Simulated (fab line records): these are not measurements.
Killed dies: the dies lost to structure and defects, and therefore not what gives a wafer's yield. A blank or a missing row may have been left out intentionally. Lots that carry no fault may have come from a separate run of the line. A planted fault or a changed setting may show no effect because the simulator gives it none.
Which tool was responsible? -- flow sky130 -- 11 lots, 33 wafers sampled, at 5 steps of a route of 708

WHAT THE GAUGES READ, wafer by wafer
SKY_SONOS_ONO_THK_MEAS_03.
lot,measured,on,SONOS_ONO_CVD_02_THK (nm)
L145,day 13 17:25,filmMetro-01,10.47 10.38 10.43
L150,day 15 00:07,filmMetro-02,10.18 10.37 10.27
L151,day 15 13:32,filmMetro-02,10.56 10.43 10.40
L152,day 15 22:36,filmMetro-03,10.51 10.51 10.62
L155,day 16 18:29,filmMetro-01,10.37 10.49 10.62
L156,day 17 02:53,filmMetro-02,10.47 10.49 10.51
L157,day 17 21:22,filmMetro-03,10.35 10.35 10.30
L158,day 18 05:28,filmMetro-03,10.23 10.30 10.27
L159,day 18 08:17,filmMetro-03,10.63 10.52 10.52
L160,day 18 13:32,filmMetro-01,10.62 10.39 10.48
L162,day 19 06:50,filmMetro-01,10.46 10.38 10.19

SKY_RES_PROTECT_TW_MEAS_08.
lot,measured,on,POLY_GATE_TW
L145,day 17 11:49,filmMetro-04,4120 4129 4138
L150,day 18 21:21,filmMetro-01,3987 4001 4007
L151,day 19 13:02,filmMetro-01,4136 4150 4137
L152,day 19 22:10,filmMetro-01,4139 4122 4133
L155,day 20 19:12,filmMetro-02,4113 4098 4085
L156,day 21 04:34,filmMetro-02,4105 4065 4081
L157,day 21 23:46,filmMetro-04,4047 4086 4065
L158,day 22 09:04,filmMetro-04,4068 4086 4091
L159,day 22 11:19,filmMetro-02,4089 4087 4061
L160,day 22 17:46,filmMetro-01,3995 4024 3994
L162,day 23 08:39,filmMetro-01,4001 4011 4009

WHICH TOOL RAN EACH LOT (tool, then ch and the chambers of the sampled wafers, then the start)
lot,SKY_GATE_OXIDE_STRIP_13,SKY_POLY_GATE_IMPLANT_02,SKY_RES_PROTECT_STRIP_07
L145,"plasmaAsher-02 ch 0,1, day 16 02:08","implanter-03 ch 0, day 17 11:07","plasmaAsher-01 ch 0,1, day 17 11:43"
L150,"plasmaAsher-02 ch 0,1, day 17 11:19","implanter-04 ch 0, day 18 21:06","plasmaAsher-04 ch 0,1, day 18 21:15"
L151,"plasmaAsher-02 ch 0,1, day 18 02:37","implanter-04 ch 0, day 19 12:28","plasmaAsher-03 ch 0,1, day 19 12:56"
L152,"plasmaAsher-03 ch 0,1, day 18 12:04","implanter-04 ch 0, day 19 21:38","plasmaAsher-01 ch 0,1, day 19 22:05"
L155,"plasmaAsher-04 ch 0,1, day 19 09:21","implanter-03 ch 0, day 20 18:57","plasmaAsher-04 ch 0,1, day 20 19:06"
L156,"plasmaAsher-03 ch 0, day 19 18:05","implanter-03 ch 0, day 21 04:19","plasmaAsher-03 ch 0, day 21 04:28"
L157,"plasmaAsher-03 ch 0,1, day 20 13:21","implanter-02 ch 0, day 21 23:31","plasmaAsher-04 ch 0,1, day 21 23:40"
L158,"plasmaAsher-02 ch 0,1, day 20 22:13","implanter-03 ch 0, day 22 08:50","plasmaAsher-03 ch 0,1, day 22 08:58"
L159,"plasmaAsher-02 ch 0,1, day 21 01:02","implanter-03 ch 0, day 22 11:04","plasmaAsher-04 ch 0,1, day 22 11:13"
L160,"plasmaAsher-03 ch 0,1, day 21 07:02","implanter-02 ch 0, day 22 17:33","plasmaAsher-04 ch 0,1, day 22 17:41"
L162,"plasmaAsher-04 ch 0,1, day 21 22:57","implanter-02 ch 0, day 23 08:24","plasmaAsher-01 ch 0,1, day 23 08:33"
- SKY_GATE_OXIDE_STRIP_13: strips in O2/N2.
- SKY_POLY_GATE_IMPLANT_02
- SKY_RES_PROTECT_STRIP_07: strips in O2/N2.

WHAT THE TOOLS THEMSELVES READ (means of the sampled wafers that have a number; where no wafer has one, the mark that the record gives instead)
SKY_GATE_OXIDE_STRIP_13.
lot,tool,drypumpMotorCurrentA (A),oesProductAu (a.u.),stripTimeToEndpointS (s)
L145,plasmaAsher-02,5.47,0.717,14.22
L150,plasmaAsher-02,5.52,0.717,14.14
L151,plasmaAsher-02,5.52,0.715,14.18
L152,plasmaAsher-03,5.92,0.718,14.20
L155,plasmaAsher-04,5.58,0.716,14.25
L156,plasmaAsher-03,5.95,0.713,14.23
L157,plasmaAsher-03,5.90,0.716,14.17
L158,plasmaAsher-02,5.47,0.714,14.22
L159,plasmaAsher-02,5.47,0.719,14.17
L160,plasmaAsher-03,5.94,0.713,14.21
L162,plasmaAsher-04,5.57,0.715,14.20

SKY_POLY_GATE_IMPLANT_02.
lot,tool,tiltDeg (degrees)
L145,implanter-03,-0.012
L150,implanter-04,-0.004
L151,implanter-04,-0.003
L152,implanter-04,-0.005
L155,implanter-03,-0.011
L156,implanter-03,-0.009
L157,implanter-02,-0.008
L158,implanter-03,-0.004
L159,implanter-03,-0.011
L160,implanter-02,-0.007
L162,implanter-02,0.002

SKY_RES_PROTECT_STRIP_07.
lot,tool,drypumpMotorCurrentA (A),oesProductAu (a.u.),stripTimeToEndpointS (s)
L145,plasmaAsher-01,5.87,0.498,25.11
L150,plasmaAsher-04,5.58,0.513,23.34
L151,plasmaAsher-03,5.97,0.497,25.17
L152,plasmaAsher-01,5.70,0.494,25.20
L155,plasmaAsher-04,5.56,0.520,23.35
L156,plasmaAsher-03,5.94,0.521,23.30
L157,plasmaAsher-04,5.41,0.518,23.29
L158,plasmaAsher-03,5.96,0.520,23.25
L159,plasmaAsher-04,5.59,0.514,23.34
L160,plasmaAsher-04,5.40,0.521,23.28
L162,plasmaAsher-01,5.70,0.515,23.24

THE ANSWER, worked out from the rows above alone
Rule: the lots themselves supply what counts as usual. Put in order of their means at a reading, lots are off if they are a third of the lots or fewer, leave a main group of 4 or more, and stand apart from it by a gap of 3 or more times the standard deviation of the main group's means; of several such gaps the widest counts. Not used: any main group whose means are identical at the precision the tables above print for the reading. Also off: a lot with no number at a reading for which 4 or more lots have one. All remaining lots with rows at the step are treated as sound. Order of review: gauges by route order, followed by the tools' own readings, for which a lot's mean as printed above is used. The first step at which some lot is off is used, and at that step the reading that is off furthest; a lot without a number counts as furthest.
Off: L145, L151, L152, at SKY_RES_PROTECT_STRIP_07 (stripTimeToEndpointS). The main group: mean 23.30 s, standard deviation 0.039.
A tool fits if, at that step or a process step before it, it ran every lot that is off, and no sound lot after the first of them. No candidate that was tried fits.

WHAT THE SIMULATOR PUT IN
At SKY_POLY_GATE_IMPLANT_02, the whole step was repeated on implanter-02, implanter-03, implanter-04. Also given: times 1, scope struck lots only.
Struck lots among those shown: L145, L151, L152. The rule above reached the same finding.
